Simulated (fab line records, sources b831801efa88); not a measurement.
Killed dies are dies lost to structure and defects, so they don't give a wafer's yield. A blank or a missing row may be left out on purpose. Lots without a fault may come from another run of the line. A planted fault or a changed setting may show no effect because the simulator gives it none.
A struck lot beside a sound one | flow gf180mcu | 15 steps out of a route of 602
Sound: wafers L456.1, L456.4, L456.5. Struck: wafers L465.2, L465.3, L465.6. The cause comes at the end.
At each step with rows: each side's tool, then ch and its chambers, then its first start. Under that, the readings that differ: sound wafers | struck wafers | difference of the means | sigmas: that difference in standard deviations of wafers without a fault.
alike: readings whose means differ by less than 2 such deviations, and words and numbers that are the same on both sides. not compared: withheld readings, readings that some wafer has no value for, bounds like >300 that may hide the same value, and numbers for which the record gives no deviation and whose values overlap.
The two part at a step that has a row with sigmas, a row that says differs or no value, or rows on one side only. Numbers that don't overlap but have no deviation are shown without sigmas and don't part them. A reading that every wafer of one side lacks parts them only if that side has two wafers or more.

first, 3 steps without rows for these wafers: GF_V1_EXPOSE_11 (exposes mask Via1, target cd 260 nm); GF_V1_PEB_12 (peb time 90 s); GF_V1_DEVELOP_13 (develop time 60 s).
GF_V1_CD_MEAS_14: target cd 260 nm.
  sound on cd_sem-02, day 19 10:29; struck on cd_sem-02, day 22 15:15
  alike: cd_nm
GF_V1_OVL_MEAS_15:
  sound on overlay-01, day 19 10:36; struck on overlay-02, day 22 15:21
  alike: V1_OVL
GF_V1_ETCH_16: etches BARC in N2/H2.
  sound on rie_diel-02 ch 0,1,2, day 19 10:38; struck on rie_diel-04 ch 1,2, day 22 15:23
  alike: chamber_pressure_mTorr, drypump_motor_current_A, n2_flow_sccm, oes_product_au, throttle_valve_pct
GF_V1_ETCH_17: etches SiO2 in C4F8/O2/Ar, stops on TiN, target depth 630 nm.
  sound on rie_diel-02 ch 0,1,2; struck on rie_diel-04 ch 1,2
  alike: chamber_pressure_mTorr, oes_product_au
GF_V1_STRIP_18: strips in O2/N2.
  sound on plasma_asher-01 ch 0,1, day 19 10:46; struck on plasma_asher-02 ch 0,1, day 22 15:31
  alike: chamber_pressure_mTorr, drypump_motor_current_A, heater_power_w, n2_flow_sccm, oes_product_au
  not compared: rf_hours_counter_h
then, 2 steps without rows for these wafers: GF_V1_STRIP_19 (strips in post etch residue remover, time 1200 s); GF_V1_CLEAN_20 (cleans in DIW).
GF_V1_SPUTTER_21: material Ti, target thk 15 nm, time 80.02 s.
  sound on pvd_sputter-02, day 19 11:20; struck on pvd_sputter-04, day 22 16:05
  alike: throttle_valve_pct
GF_V1_SPUTTER_22: material TiN, target thk 10 nm, time 40 s.
  sound on pvd_sputter-02, day 19 11:24; struck on pvd_sputter-04, day 22 16:08
  alike: throttle_valve_pct
GF_V1_CVD_23: deposits W, target thk 350 nm, time 105.05 s.
  sound on cvd_w-01 ch 0,1, day 19 11:26; struck on cvd_w-01 ch 1, day 22 16:11
  reading                      | sound             | struck            | difference | sigmas
  chamber_pressure_Torr (Torr) | 40.00 40.04 40.05 | 41.47 41.41 41.37 | +1.39      | +14
  alike: heater_power_outer_w, heater_power_w
GF_V1_RS_MEAS_24: measures by four-point-probe.
  sound on film_metro-04, day 19 11:33; struck on film_metro-02, day 22 16:19
  alike: V1_W_RS
GF_PASSIVATION_PROBE_99:
  the record has rows for the sound wafers here (prober-01, day 30 01:01) and none for the struck ones

WHERE THEY PART
First at GF_V1_CVD_23; last, within this record, at GF_PASSIVATION_PROBE_99.

WHY: what the simulator had put in
Process parameter drift: cvd_w-01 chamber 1, from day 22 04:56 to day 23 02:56, at GF_V1_CVD_23. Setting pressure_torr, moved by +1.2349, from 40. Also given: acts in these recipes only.
